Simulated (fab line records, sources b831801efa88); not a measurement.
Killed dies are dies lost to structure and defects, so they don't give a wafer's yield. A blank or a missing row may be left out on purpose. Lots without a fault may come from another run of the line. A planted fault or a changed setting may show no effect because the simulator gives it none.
fab line records | flow gf180mcu
record lots=5 wafers=15 last_day=34
route steps=602 shown M2@378 V2@382 M3@409
lots that met no fault: from a run of the same line without faults
start_h: hours from the record's first day to the start of the lot's first wafer shown | wait_h: hours since the lot's step before | " the same as in the row above | L1.1+2: a row that stands for several wafers | - no value, or no start given | * or withheld: withheld | < > ~ a bound
route shown NAME@n: a module of which the file shows steps, and the number in the route of the first | usual: mean/standard deviation of fault-free wafers | same: alike in all rows | chamber/n: place in a boat | sites: the reading at each site | _std_site: their standard deviation | _edge_site: outer sites' mean less inner sites' | radius_mm: how far each site lies from the wafer's centre | mask NAME#n: copy n | behind: the tool/chamber that last shaped the wafer | hold: why the lot was held/for how many hours/how that ended | device: the transistor (n, p or np) that didn't switch | end of line: the same wafers' tests at the end of the route | a step without rows: its recipe alone | killed: dies lost to structure and defects at the first sort, not the wafer's yield | map: a wafer's dies, x killed, . not, _ none there
set.NAME: the setting as run; set.NAME@STEP: as run at that earlier step | model.NAME: the simulator's own value behind a step, which no gauge read
lots at some steps of the route; a table a step, a row a wafer
services: from which hour (start_h, from the record's first day; less than 0 if before it) a tool's chamber was out of use, for how many hours, and why
## steps
# step GF_M2_METAL_ETCH_16
# recipe chemistry=Cl2/BCl3 mask_material=KrF target_depth_nm=750.8 stop_on=SiO2 pressure_mtorr=8 icp_w=800 bias_w=140 Cl2_flow_sccm=80 bcl3_flow_sccm=40 time_s=125.1
# usual chamber_pressure_mTorr=8.000/0.0084 drypump_motor_current_A=5.7/0.47 oes_product_au=0.986/0.0083 throttle_valve_pct=28.234/0.012
# same time_s=125.1
# columns lot.wafer tool chamber start_h wait_h chamber_pressure_mTorr drypump_motor_current_A oes_product_au rf_hours_counter_h throttle_valve_pct
L075.1 rie_metal-02 0 438.48 0.0 8.015 6.0 0.992 12 28.219
L075.4 " 0 " " 8.001 6.0 0.987 - 28.232
L075.6 " 1 " " 7.995 6.3 0.968 - 28.250
L080.3 rie_metal-01 1 491.02 0.1 7.998 5.3 0.994 - 28.226
L080.4 " 0 " " 7.997 6.1 0.975 - 28.252
L080.5 " 0 " " 8.005 6.1 0.982 - 28.230
L082.3 rie_metal-01 0 507.06 0.1 7.992 6.1 0.978 - 28.247
L082.4 " 0 " " 7.992 6.1 0.979 - 28.242
L082.6 " 0 " " 8.006 6.1 0.978 - 28.248
L094.2 rie_metal-01 1 607.19 0.1 8.003 5.4 0.987 - 28.223
L094.4 " 1 " " 8.004 5.4 0.989 - 28.229
L094.5 " 1 " " 8.013 5.4 0.997 - 28.237
L096.2 rie_metal-02 1 620.50 0.0 7.997 6.3 0.993 4 28.227
L096.4 " 1 " " 8.001 6.3 0.986 - 28.219
L096.5 " 1 " " 7.996 6.3 0.992 - 28.228
# step GF_M2_STRIP_17
# recipe chemistry=O2/N2 power_w=1400 pressure_mtorr=1500 platen_temp_c=250 o2_flow_sccm=3000 n2_flow_sccm=300 overash_fraction=0.5
# usual chamber_pressure_mTorr=1500.1/1.4 drypump_motor_current_A=6.2/0.39 heater_power_w=311/29 oes_product_au=0.539/0.0054 strip_time_to_endpoint_s=7.43/0.066
# columns lot.wafer tool chamber start_h wait_h chamber_pressure_mTorr drypump_motor_current_A heater_power_w oes_product_au rf_hours_counter_h strip_time_to_endpoint_s
L075.1 plasma_asher-01 1 438.61 0.1 1498.9 6.1 273 0.539 82 7.39
L075.4 " 0 " " 1500.2 6.1 331 0.537 - 7.40
L075.6 " 0 " " 1497.7 6.1 345 0.543 - 7.51
L080.3 plasma_asher-01 0 491.14 0.1 1499.9 6.1 339 0.538 - 7.33
L080.4 " 1 " " 1499.7 6.1 263 0.546 - 7.50
L080.5 " 0 " " 1499.6 6.1 335 0.546 - 7.41
L082.3 plasma_asher-02 1 507.27 0.2 1500.6 5.3 348 0.540 - 7.44
L082.4 " 0 " " 1501.1 6.1 329 0.538 - 7.47
L082.6 " 1 " " 1500.0 5.3 364 0.542 - 7.46
L094.2 plasma_asher-03 0 607.41 0.2 1498.8 6.4 289 0.530 83 7.37
L094.4 " 1 " " 1498.9 6.6 299 0.542 - 7.38
L094.5 " 0 " " 1498.5 6.4 285 0.542 - 7.37
L096.2 plasma_asher-02 0 620.63 0.1 1499.9 6.1 331 0.543 51 7.41
L096.4 " 0 " " 1499.3 6.1 330 0.535 - 7.38
L096.5 " 1 " " 1499.8 5.3 363 0.541 - 7.37
# step GF_M2_STRIP_18
# recipe chemistry=post_etch_residue_remover time_s=1200 temp_c=72.5
# same time_s=1200
# columns lot.wafer tool chamber start_h wait_h
L075.1+4+6 wet_bench-02 1 438.71 0.1
L080.3+4+5 wet_bench-02 3 491.21 0.0
L082.3+4+6 wet_bench-04 2 507.34 0.0
L094.2+4+5 wet_bench-01 0 607.51 0.1
L096.2+4+5 wet_bench-01 3 620.73 0.1
# step GF_M2_CLEAN_19
# recipe chemistry=DIW dry=n2_spin
# columns lot.wafer tool chamber start_h wait_h
L075.1+4+6 wet_bench-01 2 439.05 0.0
L080.3+4+5 wet_bench-01 1 491.55 0.0
L082.3+4+6 wet_bench-02 2 507.68 0.0
L094.2+4+5 wet_bench-02 2 607.85 0.0
L096.2+4+5 wet_bench-04 2 621.07 0.0
# step GF_V2_CVD_00
# recipe material=SiO2 target_thk_nm=600 sigma_open_frac=0.3 temp_c=400 time_s=100 sih4_flow_sccm=60 pressure_mtorr=6
# same time_s=100
# columns lot.wafer tool chamber start_h wait_h
L075.1+4+6 hdpcvd-01 2,0,2 439.14 0.0
L080.3+4+5 hdpcvd-01 2,1,2 491.64 0.0
L082.3+4+6 hdpcvd-02 0,2,0 507.77 0.0
L094.2+4+5 hdpcvd-02 0,2,0 607.94 0.0
L096.2+4+5 hdpcvd-01 0,1,0 621.16 0.0
# step GF_V2_THK_MEAS_01
# recipe reads=SiO2_of_V2_CVD_00
# usual V2_CVD_00_THK=600/8
# columns lot.wafer tool chamber start_h wait_h V2_CVD_00_THK[nm]
L075.1 film_metro-02 - 439.21 0.0 596
L075.4 " - " " 595
L075.6 " - " " 602
L080.3 film_metro-04 - 491.73 0.1 603
L080.4 " - " " 592
L080.5 " - " " 604
L082.3 film_metro-01 - 507.86 0.1 597
L082.4 " - " " 605
L082.6 " - " " 601
L094.2 film_metro-02 - 608.02 0.0 594
L094.4 " - " " 614
L094.5 " - " " 594
L096.2 film_metro-02 - 621.24 0.0 598
L096.4 " - " " 596
L096.5 " - " " 601
# step GF_V2_CVD_02
# recipe material=SiO2 target_thk_nm=850 precursor=TEOS temp_c=400 time_s=94.851 rf_w=600
# usual heater_power_w=668/140
# same time_s=94.851
# columns lot.wafer tool chamber start_h wait_h heater_power_w
L075.1 pecvd-01 1 439.27 0.1 566
L075.4 " 2 " " 570
L075.6 " 0 " " 986
L080.3 pecvd-01 0 491.81 0.1 819
L080.4 " 1 " " 628
L080.5 " 0 " " 904
L082.3 pecvd-04 2 507.90 0.0 614
L082.4 " 1 " " 668
L082.6 " 2 " " 651
L094.2 pecvd-01 2 608.07 0.0 717
L094.4 " 0 " " 930
L094.5 " 2 " " 575
L096.2 pecvd-01 0 621.29 0.0 1037
L096.4 " 0 " " 810
L096.5 " 2 " " 661
# step GF_V2_THK_MEAS_03
# recipe reads=SiO2_of_V2_CVD_02
# usual V2_CVD_02_THK=851/11
# columns lot.wafer tool chamber start_h wait_h V2_CVD_02_THK[nm]
L075.1 film_metro-01 - 439.34 0.0 835
L075.4 " - " " 863
L075.6 " - " " 859
L080.3 film_metro-01 - 491.89 0.1 856
L080.4 " - " " 852
L080.5 " - " " 857
L082.3 film_metro-02 - 507.99 0.1 861
L082.4 " - " " 846
L082.6 " - " " 864
L094.2 film_metro-01 - 608.15 0.0 844
L094.4 " - " " 859
L094.5 " - " " 859
L096.2 film_metro-01 - 621.47 0.1 843
L096.4 " - " " 857
L096.5 " - " " 856
# step GF_V2_CMP_04
# recipe material=SiO2 down_force_psi=4 platen_rpm=60 pad_velocity_m_s=0.94248
# usual head_pressure_psi=4.001/0.0093 motor_current_A=11.9/1.7 time_to_endpoint_s=81/5
# columns lot.wafer tool chamber start_h wait_h head_pressure_psi motor_current_A time_to_endpoint_s
L075.1 cmp-01 2 439.40 0.1 3.997 10.7 74
L075.4 " 0 " " 4.003 11.9 84
L075.6 " 2 " " 4.006 10.8 85
L080.4 cmp-01 1 491.93 0.0 4.021 9.8 83
L080.3 " 3 " " 4.009 12.0 83
L080.5 " 2 " " 3.992 10.8 90
L082.3 cmp-02 0 508.08 0.1 4.005 11.4 85
L082.4 " 1 " " 3.993 12.7 75
L082.6 " 3 " " 3.985 16.3 88
L094.4 cmp-02 3 608.25 0.1 4.003 15.6 90
L094.2 " 0 " " 3.987 10.5 80
L094.5 " 3 " " 4.005 15.3 87
L096.2 cmp-01 0 621.62 0.1 3.996 11.6 83
L096.4 " 1 " " 4.002 10.1 84
L096.5 " 3 " " 3.983 12.1 83
# step GF_V2_BOW_MEAS_05
# recipe mode=bow
# usual V2_BOW=97/7.7
# columns lot.wafer tool chamber start_h wait_h V2_BOW[um]
L075.1 film_metro-02 - 439.70 0.2 89
L075.4 " - " " 94
L075.6 " - " " 87
L080.3 film_metro-01 - 492.48 0.4 93
L080.4 " - " " 98
L080.5 " - " " 93
L082.3 film_metro-04 - 508.37 0.2 94
L082.4 " - " " 95
L082.6 " - " " 96
L094.2 film_metro-04 - 608.52 0.2 91
L094.4 " - " " 84
L094.5 " - " " 89
L096.2 film_metro-02 - 621.84 0.2 84
L096.4 " - " " 94
L096.5 " - " " 92
# step GF_V2_DEHYDRATE_06
# recipe temp_c=200 time_s=60
# usual heater_power_total_W=160.38/0.12 resist_line_temp_C=23.00/0.1
# same time_s=60
# columns lot.wafer tool chamber start_h wait_h heater_power_total_W resist_line_temp_C
L075.1 litho_track-02 0 451.00 11.3 160.45 23.18
L075.4 " 0 " " 160.50 22.91
L075.6 " 0 " " 160.17 23.01
L080.3 litho_track-02 0 503.35 10.8 160.26 22.99
L080.4 " 0 " " 160.39 23.00
L080.5 " 0 " " 160.32 22.98
L082.3 litho_track-03 0 519.42 11.0 160.29 23.01
L082.4 " 0 " " 160.58 22.89
L082.6 " 0 " " 160.22 23.04
L094.2 litho_track-03 0 618.49 9.9 160.29 23.21
L094.4 " 0 " " 160.19 23.12
L094.5 " 0 " " 160.45 22.96
L096.2 litho_track-02 0 631.12 9.3 160.28 22.83
L096.4 " 0 " " 160.24 22.78
L096.5 " 0 " " 160.39 22.77
# step GF_V2_HMDS_07
# recipe prime_time_s=60 prime_temp_c=120
# usual resist_line_temp_C=23.01/0.085
# same prime_time_s=60
# columns lot.wafer tool chamber start_h wait_h resist_line_temp_C
L075.1 litho_track-02 0 451.15 0.1 23.03
L075.4 " 0 " " 23.03
L075.6 " 0 " " 22.99
L080.3 litho_track-02 0 503.50 0.1 23.03
L080.4 " 0 " " 22.98
L080.5 " 0 " " 23.14
L082.3 litho_track-03 0 519.57 0.1 22.96
L082.4 " 0 " " 23.00
L082.6 " 0 " " 23.01
L094.2 litho_track-03 0 618.64 0.1 23.01
L094.4 " 0 " " 23.20
L094.5 " 0 " " 23.13
L096.2 litho_track-02 0 631.27 0.1 22.94
L096.4 " 0 " " 22.97
L096.5 " 0 " " 23.03
# step GF_V2_COAT_08
# recipe resist=BARC temp_c=withheld time_s=withheld spin_rpm=withheld resist_thk_nm=withheld
# usual resist_line_temp_C=*
# columns lot.wafer tool chamber start_h wait_h resist_line_temp_C
L075.1 litho_track-02 0 451.30 0.1 *
L075.4 " 0 " " *
L075.6 " 0 " " *
L080.3 litho_track-02 0 503.65 0.1 *
L080.4 " 0 " " *
L080.5 " 0 " " *
L082.3 litho_track-03 0 519.72 0.1 *
L082.4 " 0 " " *
L082.6 " 0 " " *
L094.2 litho_track-03 0 618.79 0.1 *
L094.4 " 0 " " *
L094.5 " 0 " " *
L096.2 litho_track-02 0 631.42 0.1 *
L096.4 " 0 " " *
L096.5 " 0 " " *
# step GF_V2_COAT_09
# recipe resist=KrF spin_rpm=withheld resist_thk_nm=1000
# usual resist_line_temp_C=23.00/0.11
# columns lot.wafer tool chamber start_h wait_h resist_line_temp_C
L075.1 litho_track-02 0 - - 22.89
L075.4 " 0 " " 22.86
L075.6 " 0 " " 22.81
L080.3 litho_track-02 0 - - 23.05
L080.4 " 0 " " 22.95
L080.5 " 0 " " 22.96
L082.3 litho_track-03 0 - - 22.86
L082.4 " 0 " " 22.96
L082.6 " 0 " " 22.98
L094.2 litho_track-03 0 - - 23.10
L094.4 " 0 " " 22.96
L094.5 " 0 " " 22.94
L096.2 litho_track-02 0 - - 22.95
L096.4 " 0 " " 22.89
L096.5 " 0 " " 22.90
# step GF_V2_SOFTBAKE_10
# recipe temp_c=129.2 time_s=60 resist=KrF
# usual heater_power_total_W=92.31/0.058 resist_line_temp_C=22.99/0.1
# same time_s=60
# columns lot.wafer tool chamber start_h wait_h heater_power_total_W resist_line_temp_C
L075.1 litho_track-02 0 - - 92.34 23.05
L075.4 " 0 " " 92.29 23.21
L075.6 " 0 " " 92.19 23.07
L080.3 litho_track-02 0 - - 92.29 23.03
L080.4 " 0 " " 92.20 22.86
L080.5 " 0 " " 92.28 23.07
L082.3 litho_track-03 0 - - 92.35 22.88
L082.4 " 0 " " 92.34 22.98
L082.6 " 0 " " 92.39 22.87
L094.2 litho_track-03 0 - - 92.22 22.96
L094.4 " 0 " " 92.26 22.97
L094.5 " 0 " " 92.34 23.05
L096.2 litho_track-02 0 - - 92.29 23.04
L096.4 " 0 " " 92.31 23.05
L096.5 " 0 " " 92.30 23.04
# step GF_V2_EXPOSE_11
# recipe mask_id=Via2 target_cd_nm=260 na=0.68 source_shape=conventional sigma_outer=0.6 dose_mj=38
# columns lot.wafer tool chamber start_h wait_h mask
L075.1+4+6 krf_scanner-01 0 - - Via2#0
L080.3+4+5 krf_scanner-01 0 - - Via2#0
L082.3+4+6 krf_scanner-02 0 - - Via2#0
L094.2+4+5 krf_scanner-02 0 - - Via2#0
L096.2+4+5 krf_scanner-01 0 - - Via2#0
# step GF_V2_PEB_12
# recipe peb_temp_c=135 peb_time_s=90 resist=KrF
# usual heater_power_total_W=85.69/0.08 resist_line_temp_C=23.02/0.091
# columns lot.wafer tool chamber start_h wait_h heater_power_total_W resist_line_temp_C
L075.1 litho_track-04 0 - - 85.70 22.80
L075.4 " 0 " " 85.81 23.21
L075.6 " 0 " " 85.78 22.96
L080.3 litho_track-02 0 - - 85.61 23.18
L080.4 " 0 " " 85.72 22.95
L080.5 " 0 " " 85.75 22.90
L082.3 litho_track-04 0 - - 85.74 22.98
L082.4 " 0 " " 85.73 23.08
L082.6 " 0 " " 85.77 23.08
L094.2 litho_track-04 0 - - 85.78 23.04
L094.4 " 0 " " 85.63 22.84
L094.5 " 0 " " 85.73 22.97
L096.2 litho_track-03 0 - - 85.57 23.13
L096.4 " 0 " " 85.70 23.02
L096.5 " 0 " " 85.64 23.11
# step GF_V2_DEVELOP_13
# recipe develop_time_s=60 resist=KrF dev_temp_c=21
# usual resist_line_temp_C=23.00/0.091
# columns lot.wafer tool chamber start_h wait_h resist_line_temp_C
L075.1 litho_track-04 0 463.62 0.2 23.00
L075.4 " 0 " " 23.07
L075.6 " 0 " " 23.11
L080.3 litho_track-02 0 515.65 0.1 23.02
L080.4 " 0 " " 23.06
L080.5 " 0 " " 22.96
L082.3 litho_track-04 0 531.52 0.1 23.00
L082.4 " 0 " " 23.00
L082.6 " 0 " " 22.92
L094.2 litho_track-04 0 629.20 0.2 22.96
L094.4 " 0 " " 23.09
L094.5 " 0 " " 22.93
L096.2 litho_track-03 0 642.39 0.2 23.01
L096.4 " 0 " " 23.12
L096.5 " 0 " " 23.21
# step GF_V2_CD_MEAS_14
# recipe target_cd_nm=260
# usual cd_nm=260.1/1.2
# columns lot.wafer tool chamber start_h wait_h cd_nm
L075.1 cd_sem-02 - 463.77 0.1 258.5
L075.4 " - " " 260.4
L075.6 " - " " 259.2
L080.3 cd_sem-01 - 515.79 0.1 261.1
L080.4 " - " " 260.4
L080.5 " - " " 261.5
L082.3 cd_sem-01 - 531.66 0.1 258.9
L082.4 " - " " 259.6
L082.6 " - " " 260.2
L094.2 cd_sem-02 - 629.34 0.1 260.5
L094.4 " - " " 261.3
L094.5 " - " " 260.8
L096.2 cd_sem-02 - 642.53 0.1 260.8
L096.4 " - " " 260.5
L096.5 " - " " 260.9
# step GF_V2_OVL_MEAS_15
# usual V2_OVL=1/5.2
# columns lot.wafer tool chamber start_h wait_h V2_OVL[nm]
L075.1 overlay-01 - 463.89 0.1 3
L075.4 " - " " -5
L075.6 " - " " -5
L080.3 overlay-02 - 515.88 0.1 -1
L080.4 " - " " 7
L080.5 " - " " 1
L082.3 overlay-01 - 531.75 0.1 8
L082.4 " - " " 5
L082.6 " - " " 4
L094.2 overlay-01 - 629.45 0.1 6
L094.4 " - " " 6
L094.5 " - " " -1
L096.2 overlay-02 - 642.64 0.1 13
L096.4 " - " " 11
L096.5 " - " " 0
# step GF_V2_ETCH_16
# recipe chemistry=N2/H2 target_depth_a=withheld overetch_a=withheld time_s=withheld target=BARC ion_energy_ev=200 source_w=500 bias_w=100 pressure_mtorr=30 n2_flow_sccm=100 h2_flow_sccm=200
# usual chamber_pressure_mTorr=29.995/0.029 drypump_motor_current_A=5.7/0.34 oes_product_au=0.855/0.0052 throttle_valve_pct=13.225/0.0085
# columns lot.wafer tool chamber start_h wait_h chamber_pressure_mTorr drypump_motor_current_A oes_product_au throttle_valve_pct
L075.1 rie_diel-04 3 463.93 0.0 29.985 5.4 0.855 13.230
L075.4 " 1 " " 29.998 5.6 0.857 13.239
L075.6 " 2 " " 30.008 6.2 0.851 13.241
L080.3 rie_diel-03 0 515.90 0.0 29.992 6.1 0.861 13.235
L080.4 " 2 " " 29.988 5.2 0.857 13.215
L080.5 " 2 " " 30.003 5.2 0.847 13.234
L082.3 rie_diel-03 3 531.78 0.0 29.995 5.7 0.844 13.225
L082.4 " 1 " " 29.961 6.0 0.842 13.222
L082.6 " 2 " " 30.008 5.2 0.854 13.219
L094.2 rie_diel-03 3 629.48 0.0 29.978 5.7 0.848 13.243
L094.4 " 1 " " 29.988 6.0 0.848 13.220
L094.5 " 2 " " 30.010 5.2 0.853 13.224
L096.2 rie_diel-01 1 642.67 0.0 30.012 5.5 0.849 13.214
L096.4 " 2 " " 29.990 5.4 0.863 13.215
L096.5 " 1 " " 30.045 5.5 0.863 13.233
# step GF_V2_ETCH_17
# recipe chemistry=C4F8/O2/Ar mask_material=KrF target=SiO2 stop_on=TiN source_w=1500 bias_w=1200 pressure_mtorr=40 c4f8_flow_sccm=withheld O2_flow_sccm=6 Ar_flow_sccm=300 time_s=withheld target_depth_a=6300
# usual chamber_pressure_mTorr=40.00/0.034 oes_product_au=0.856/0.0043
# columns lot.wafer tool chamber start_h wait_h chamber_pressure_mTorr oes_product_au
L075.1 rie_diel-04 3 - - 40.04 0.853
L075.4 " 1 " " 39.96 0.855
L075.6 " 2 " " 39.96 0.849
L080.3 rie_diel-03 0 - - 40.01 0.856
L080.4 " 2 " " 39.96 0.850
L080.5 " 2 " " 40.01 0.855
L082.3 rie_diel-03 3 - - 40.03 0.855
L082.4 " 1 " " 40.01 0.858
L082.6 " 2 " " 40.04 0.850
L094.2 rie_diel-03 3 - - 40.00 0.855
L094.4 " 1 " " 39.98 0.861
L094.5 " 2 " " 39.97 0.860
L096.2 rie_diel-01 1 - - 40.07 0.853
L096.4 " 2 " " 40.02 0.856
L096.5 " 1 " " 40.01 0.854
# step GF_V2_STRIP_18
# recipe chemistry=O2/N2 power_w=1400 pressure_mtorr=1500 platen_temp_c=250 o2_flow_sccm=3000 n2_flow_sccm=300 overash_fraction=0.5
# usual chamber_pressure_mTorr=1499.8/1.4 drypump_motor_current_A=5.92/0.28 heater_power_w=330/49 oes_product_au=0.593/0.0051
# columns lot.wafer tool chamber start_h wait_h chamber_pressure_mTorr drypump_motor_current_A heater_power_w oes_product_au rf_hours_counter_h
L075.1 plasma_asher-01 1 464.06 - 1502.0 6.10 269 0.586 85
L075.4 " 1 " " 1499.9 6.08 266 0.587 -
L075.6 " 1 " " 1499.8 6.06 272 0.595 -
L080.3 plasma_asher-01 1 516.06 - 1499.3 6.11 274 0.589 -
L080.4 " 0 " " 1501.4 6.09 336 0.586 -
L080.5 " 1 " " 1499.0 6.09 273 0.590 -
L082.3 plasma_asher-02 1 531.94 - 1499.8 5.30 369 0.598 -
L082.4 " 0 " " 1500.4 6.07 324 0.592 -
L082.6 " 0 " " 1499.5 6.09 325 0.600 -
L094.2 plasma_asher-04 0 629.61 - 1499.7 5.77 431 0.590 21
L094.4 " 1 " " 1501.2 5.93 291 0.601 -
L094.5 " 0 " " 1500.6 5.78 429 0.595 -
L096.2 plasma_asher-04 0 642.80 - 1499.3 5.79 435 0.595 23
L096.4 " 0 " " 1498.7 5.77 423 0.599 -
L096.5 " 0 " " 1500.5 5.78 435 0.593 -
# step GF_V2_STRIP_19
# recipe chemistry=post_etch_residue_remover time_s=1200 temp_c=72.5
# same time_s=1200
# columns lot.wafer tool chamber start_h wait_h
L075.1+4+6 wet_bench-02 1 464.16 0.1
L080.3+4+5 wet_bench-01 3 516.13 0.0
L082.3+4+6 wet_bench-03 0 532.01 0.0
L094.2+4+5 wet_bench-03 1 629.71 0.1
L096.2+4+5 wet_bench-01 0 642.90 0.1
# step GF_V2_CLEAN_20
# recipe chemistry=DIW dry=n2_spin
# columns lot.wafer tool chamber start_h wait_h
L075.1+4+6 wet_bench-01 2 464.50 0.0
L080.3+4+5 wet_bench-03 1 516.50 0.0
L082.3+4+6 wet_bench-01 3 532.35 0.0
L094.2+4+5 wet_bench-02 3 630.05 0.0
L096.2+4+5 wet_bench-02 0 643.24 0.0
# step GF_V2_SPUTTER_21
# recipe material=Ti target_thk_nm=15 chamber_pressure_pa=5 power_w=2500 substrate_temp_c=200 time_s=80.02
# usual substrate_temp_c=199.97/0.16 throttle_valve_pct=29.9/1.1
# same time_s=80.02
# columns lot.wafer tool chamber start_h wait_h substrate_temp_c throttle_valve_pct
L075.1 pvd_sputter-02 - 464.59 0.0 200.14 29.9
L075.4 " - " " 200.00 28.7
L075.6 " - " " 200.01 30.2
L080.3 pvd_sputter-02 - 516.59 0.0 200.08 29.8
L080.4 " - " " 199.78 32.3
L080.5 " - " " 199.86 30.4
L082.3 pvd_sputter-04 - 532.55 0.0 199.91 29.6
L082.4 " - " " 200.11 28.6
L082.6 " - " " 200.03 29.0
L094.2 pvd_sputter-02 - 630.15 0.0 199.88 28.8
L094.4 " - " " 200.05 30.0
L094.5 " - " " 199.94 32.5
L096.2 pvd_sputter-04 - 643.33 0.0 199.94 30.2
L096.4 " - " " 199.56 29.3
L096.5 " - " " 200.10 29.0
# step GF_V2_SPUTTER_22
# recipe material=TiN target_thk_nm=10 chamber_pressure_pa=5 power_w=4000 time_s=40
# usual throttle_valve_pct=29.9/1.1
# same time_s=40
# columns lot.wafer tool chamber start_h wait_h throttle_valve_pct
L075.1 pvd_sputter-02 - 464.65 0.0 30.2
L075.4 " - " " 29.1
L075.6 " - " " 30.2
L080.3 pvd_sputter-02 - 516.66 0.0 29.9
L080.4 " - " " 32.3
L080.5 " - " " 30.3
L082.3 pvd_sputter-04 - 532.61 0.0 29.4
L082.4 " - " " 28.7
L082.6 " - " " 28.9
L094.2 pvd_sputter-02 - 630.21 0.0 29.2
L094.4 " - " " 30.0
L094.5 " - " " 32.4
L096.2 pvd_sputter-04 - 643.39 0.0 30.0
L096.4 " - " " 29.7
L096.5 " - " " 29.2
# step GF_V2_CVD_23
# recipe material=W target_thk_nm=350 time_s=104.94 temp_c=400 pressure_torr=40
# usual heater_power_w=843/54
# same time_s=104.94
# columns lot.wafer tool chamber start_h wait_h heater_power_w
L075.1 cvd_w-01 1 464.69 0.0 819
L075.4 " 1 " " 816
L075.6 " 0 " " 861
L080.3 cvd_w-01 1 516.73 0.1 810
L080.4 " 0 " " 860
L080.5 " 0 " " 860
L082.3 cvd_w-02 0 532.69 0.1 756
L082.4 " 1 " " 933
L082.6 " 1 " " 918
L094.2 cvd_w-02 1 630.25 0.0 928
L094.4 " 1 " " 909
L094.5 " 0 " " 766
L096.2 cvd_w-01 1 643.43 0.0 823
L096.4 " 0 " " 859
L096.5 " 1 " " 825
# step GF_V2_RS_MEAS_24
# recipe thk_meas_gauge=four-point-probe reads=W_of_V2_CVD_23+TiN_of_V2_SPUTTER_22+Ti_of_V2_SPUTTER_21
# usual V2_W_RS=0.329/0.0064
# columns lot.wafer tool chamber start_h wait_h V2_W_RS[ohm/sq]
L075.1 film_metro-04 - 464.80 0.1 0.334
L075.4 " - " " 0.333
L075.6 " - " " 0.321
L080.3 film_metro-02 - 516.85 0.1 0.334
L080.4 " - " " 0.322
L080.5 " - " " 0.324
L082.3 film_metro-02 - 532.80 0.1 0.333
L082.4 " - " " 0.323
L082.6 " - " " 0.327
L094.2 film_metro-04 - 630.38 0.1 0.326
L094.4 " - " " 0.326
L094.5 " - " " 0.331
L096.2 film_metro-02 - 643.56 0.1 0.338
L096.4 " - " " 0.322
L096.5 " - " " 0.336
# step GF_V2_THK_MEAS_25
# recipe thk_meas_gauge=xrf reads=W_of_V2_CVD_23
# usual V2_W_THK=347/7.1
# columns lot.wafer tool chamber start_h wait_h V2_W_THK[nm]
L075.1 film_metro-04 - 464.92 0.1 345
L075.4 " - " " 348
L075.6 " - " " 358
L080.3 film_metro-02 - 516.95 0.1 338
L080.4 " - " " 350
L080.5 " - " " 351
L082.3 film_metro-02 - 532.90 0.1 341
L082.4 " - " " 351
L082.6 " - " " 346
L094.2 film_metro-04 - 630.49 0.1 351
L094.4 " - " " 353
L094.5 " - " " 345
L096.2 film_metro-02 - 643.67 0.1 339
L096.4 " - " " 354
L096.5 " - " " 341
# step GF_V2_CMP_26
# recipe stop_on=SiO2 down_force_psi=3.5 platen_rpm=60 t_overpolish_s=15 target_thk_nm=0 pad_velocity_m_s=0.94248
# usual head_pressure_psi=3.500/0.0071 motor_current_A=11.2/1.5 overpolish_run_s=15.001/0.0094 time_to_endpoint_s=84/4.2
# same t_overpolish_s=15
# columns lot.wafer tool chamber start_h wait_h head_pressure_psi motor_current_A overpolish_run_s time_to_endpoint_s
L075.4 cmp-01 3 464.98 0.0 3.503 11.2 15.007 77
L075.1 " 0 " " 3.492 10.4 14.991 85
L075.6 " 3 " " 3.495 10.4 14.999 83
L080.3 cmp-02 3 516.99 0.0 3.507 13.9 15.000 83
L080.4 " 1 " " 3.493 11.5 15.017 78
L080.5 " 0 " " 3.507 10.2 14.996 80
L082.4 cmp-02 3 532.94 0.0 3.495 14.6 14.994 86
L082.3 " 0 " " 3.508 10.0 15.001 79
L082.6 " 3 " " 3.506 14.9 14.997 83
L094.4 cmp-02 2 630.54 0.0 3.489 12.5 15.014 86
L094.2 " 0 " " 3.508 10.2 14.992 81
L094.5 " 3 " " 3.499 14.3 15.006 84
L096.2 cmp-02 1 643.77 0.1 3.499 10.8 14.978 79
L096.4 " 3 " " 3.501 14.3 15.001 91
L096.5 " 1 " " 3.499 10.6 15.002 84
# step GF_M3_SPUTTER_00
# recipe material=Ti target_thk_nm=37.5 arriving_ion_energy_ev=80 substrate_temp_c=200 chamber_pressure_pa=2 power_w=4000 time_s=150
# usual substrate_temp_c=200.00/0.16 throttle_valve_pct=29.9/0.89
# same time_s=150
# columns lot.wafer tool chamber start_h wait_h substrate_temp_c throttle_valve_pct
L075.1 pvd_sputter-01 - 465.28 0.2 199.99 30.2
L075.4 " - " " 199.73 29.8
L075.6 " - " " 199.75 30.4
L080.3 pvd_sputter-03 - 517.29 0.2 199.97 29.3
L080.4 " - " " 200.01 31.2
L080.5 " - " " 199.93 29.2
L082.3 pvd_sputter-03 - 533.24 0.2 199.92 29.7
L082.4 " - " " 199.99 31.0
L082.6 " - " " 199.88 28.3
L094.2 pvd_sputter-03 - 630.84 0.1 199.59 29.0
L094.4 " - " " 200.06 31.3
L094.5 " - " " 199.99 28.2
L096.2 pvd_sputter-03 - 644.02 0.2 199.98 29.4
L096.4 " - " " 200.14 29.4
L096.5 " - " " 200.27 31.1
# step GF_M3_SPUTTER_01
# recipe material=TiN target_thk_nm=30 power_w=6500 time_s=25 chamber_pressure_pa=0.4
# usual throttle_valve_pct=29.9/0.9
# same time_s=25
# columns lot.wafer tool chamber start_h wait_h throttle_valve_pct
L075.1 pvd_sputter-01 - 465.38 0.1 30.2
L075.4 " - " " 29.9
L075.6 " - " " 30.1
L080.3 pvd_sputter-03 - 517.39 0.1 28.9
L080.4 " - " " 31.1
L080.5 " - " " 29.2
L082.3 pvd_sputter-03 - 533.34 0.1 29.6
L082.4 " - " " 31.2
L082.6 " - " " 28.3
L094.2 pvd_sputter-03 - 630.94 0.1 29.1
L094.4 " - " " 30.8
L094.5 " - " " 28.2
L096.2 pvd_sputter-03 - 644.12 0.1 29.2
L096.4 " - " " 29.2
L096.5 " - " " 31.1
## services
# columns tool chamber start_h hours kind
cmp-01 - 436.59 1.0 repair
cmp-01 - 436.62 0.2 repair
pecvd-01 2 484.24 19.1 repair
cmp-02 - 486.76 4.5 pm
pecvd-01 - 492.83 2.6 repair
pvd_sputter-03 - 497.74 0.7 repair
pvd_sputter-03 - 499.97 1.3 repair
pecvd-01 - 503.82 5.5 pm
cmp-01 - 509.55 8.2 pm
pvd_sputter-04 - 509.58 9.4 repair
plasma_asher-01 - 522.07 3.6 repair
cmp-01 - 550.38 5.1 repair
cmp-02 - 561.07 4.1 repair
pecvd-01 - 570.72 0.6 repair
cmp-01 - 572.16 4.0 pm
pecvd-01 - 574.25 2.8 pm
pvd_sputter-03 - 574.31 8.6 repair
cmp-02 - 578.56 0.9 repair
pecvd-01 - 581.70 1.1 repair
pecvd-01 0 586.83 18.0 repair
cmp-01 - 588.67 0.7 repair
cmp-02 - 590.41 0.7 repair
rie_diel-03 1 611.38 4.5 repair
cmp-01 - 643.19 2.5 repair
## key
fault none
